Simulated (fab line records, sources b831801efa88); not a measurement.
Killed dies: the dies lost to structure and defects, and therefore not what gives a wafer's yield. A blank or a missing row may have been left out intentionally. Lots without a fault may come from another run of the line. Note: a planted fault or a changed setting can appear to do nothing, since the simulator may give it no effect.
One fault through the eyes of 2 desks | flow gf180mcu | each desk holds nothing but its own numbers, with what lay behind them at the end

AT THE TOOL OWNER'S DESK: litho track-02
The tool's own readings at GF_HV_LDD_DEVELOP_18 (develop time 60 s): means of the sampled wafers that have a number, for each lot that ran on this tool. If a lot's mean is further than 4 standard deviations from the usual mean, the lot is out of limits and carries the mark OUT (the distance appears in the brackets).
Columns: A = resist line temp C at GF_HV_LDD_DEVELOP_18, usual 23.01 C
lot  | first seen here | A
L400 | day 13 05:13    | 23.09
L406 | day 14 19:04    | 22.98
L412 | day 16 12:10    | 22.90
L413 | day 16 18:59    | 22.87
This desk's finding: nothing out of limits on any of the 4 lots.

METROLOGY DESK
What the gauges read for every lot (on any tool): the sampled wafers with a number, averaged. If a lot's mean is further than 4 standard deviations from the usual mean, the lot is out of limits and carries the mark OUT (the distance appears in the brackets).
Columns: A = VT_IMPLANT_01_OVL at GF_VT_IMPLANT_OVL_MEAS_18, usual -1.0 nm; B = cd nm at GF_POLY_GATE_CD_MEAS_10, usual 280.1 nm; C = cd nm at GF_HV_LDD_CD_MEAS_19, usual 399.4 nm
lot  | first seen here | A    | B     | C
L394 | day 6 02:05     | 0.4  | 279.1 | 401.0
L396 | day 6 14:19     | -1.0 | 280.7 | 403.3
L397 | day 7 10:05     | 0.2  | 279.8 | 397.7
L399 | day 7 19:28     | 0.1  | 280.0 | 397.9
L400 | day 8 09:04     | -2.5 | 280.6 | 396.4
L402 | day 8 14:14     | -1.5 | 281.0 | 401.9
L403 | day 9 03:13     | -1.8 | 279.0 | 398.0
L404 | day 9 06:43     | -2.9 | 280.9 | 397.8
L406 | day 9 13:22     | -0.9 | 279.3 | 401.7
L407 | day 9 18:05     | 0.2  | 278.2 | 398.6
L411 | day 10 17:34    | -0.3 | 280.6 | 400.5
L412 | day 11 00:40    | -0.0 | 280.6 | 380.1 (-7.4) OUT
L413 | day 11 06:26    | -1.6 | 281.3 | 377.1 (-8.6) OUT
L417 | day 12 07:49    | -0.9 | 281.2 | 400.9
Finding of this desk: L412, L413 out of limits; the first was L412 at day 16 12:19, on cd nm at GF_HV_LDD_CD_MEAS_19. L394, L396, L397, L399, L400, L402, L403, L404, L406, L407, L411, L417: within limits.

BROUGHT TOGETHER
On L412, L413, the metrology desk was in a position to raise an alarm at day 16 12:19.
The desk of the tool owner found nothing out of limits.
The tool owner's desk has L412, L413 on record, within its limits.
The lots listed all ran GF_HV_LDD_DEVELOP_18 on litho track-02.

WHAT THE SIMULATOR HAD INSERTED
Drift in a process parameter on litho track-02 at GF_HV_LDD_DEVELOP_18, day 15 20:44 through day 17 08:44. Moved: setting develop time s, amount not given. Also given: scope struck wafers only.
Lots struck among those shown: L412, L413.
Time in hours between the start of the fault and the first out-of-limits reading at each desk: metrology desk, 16.
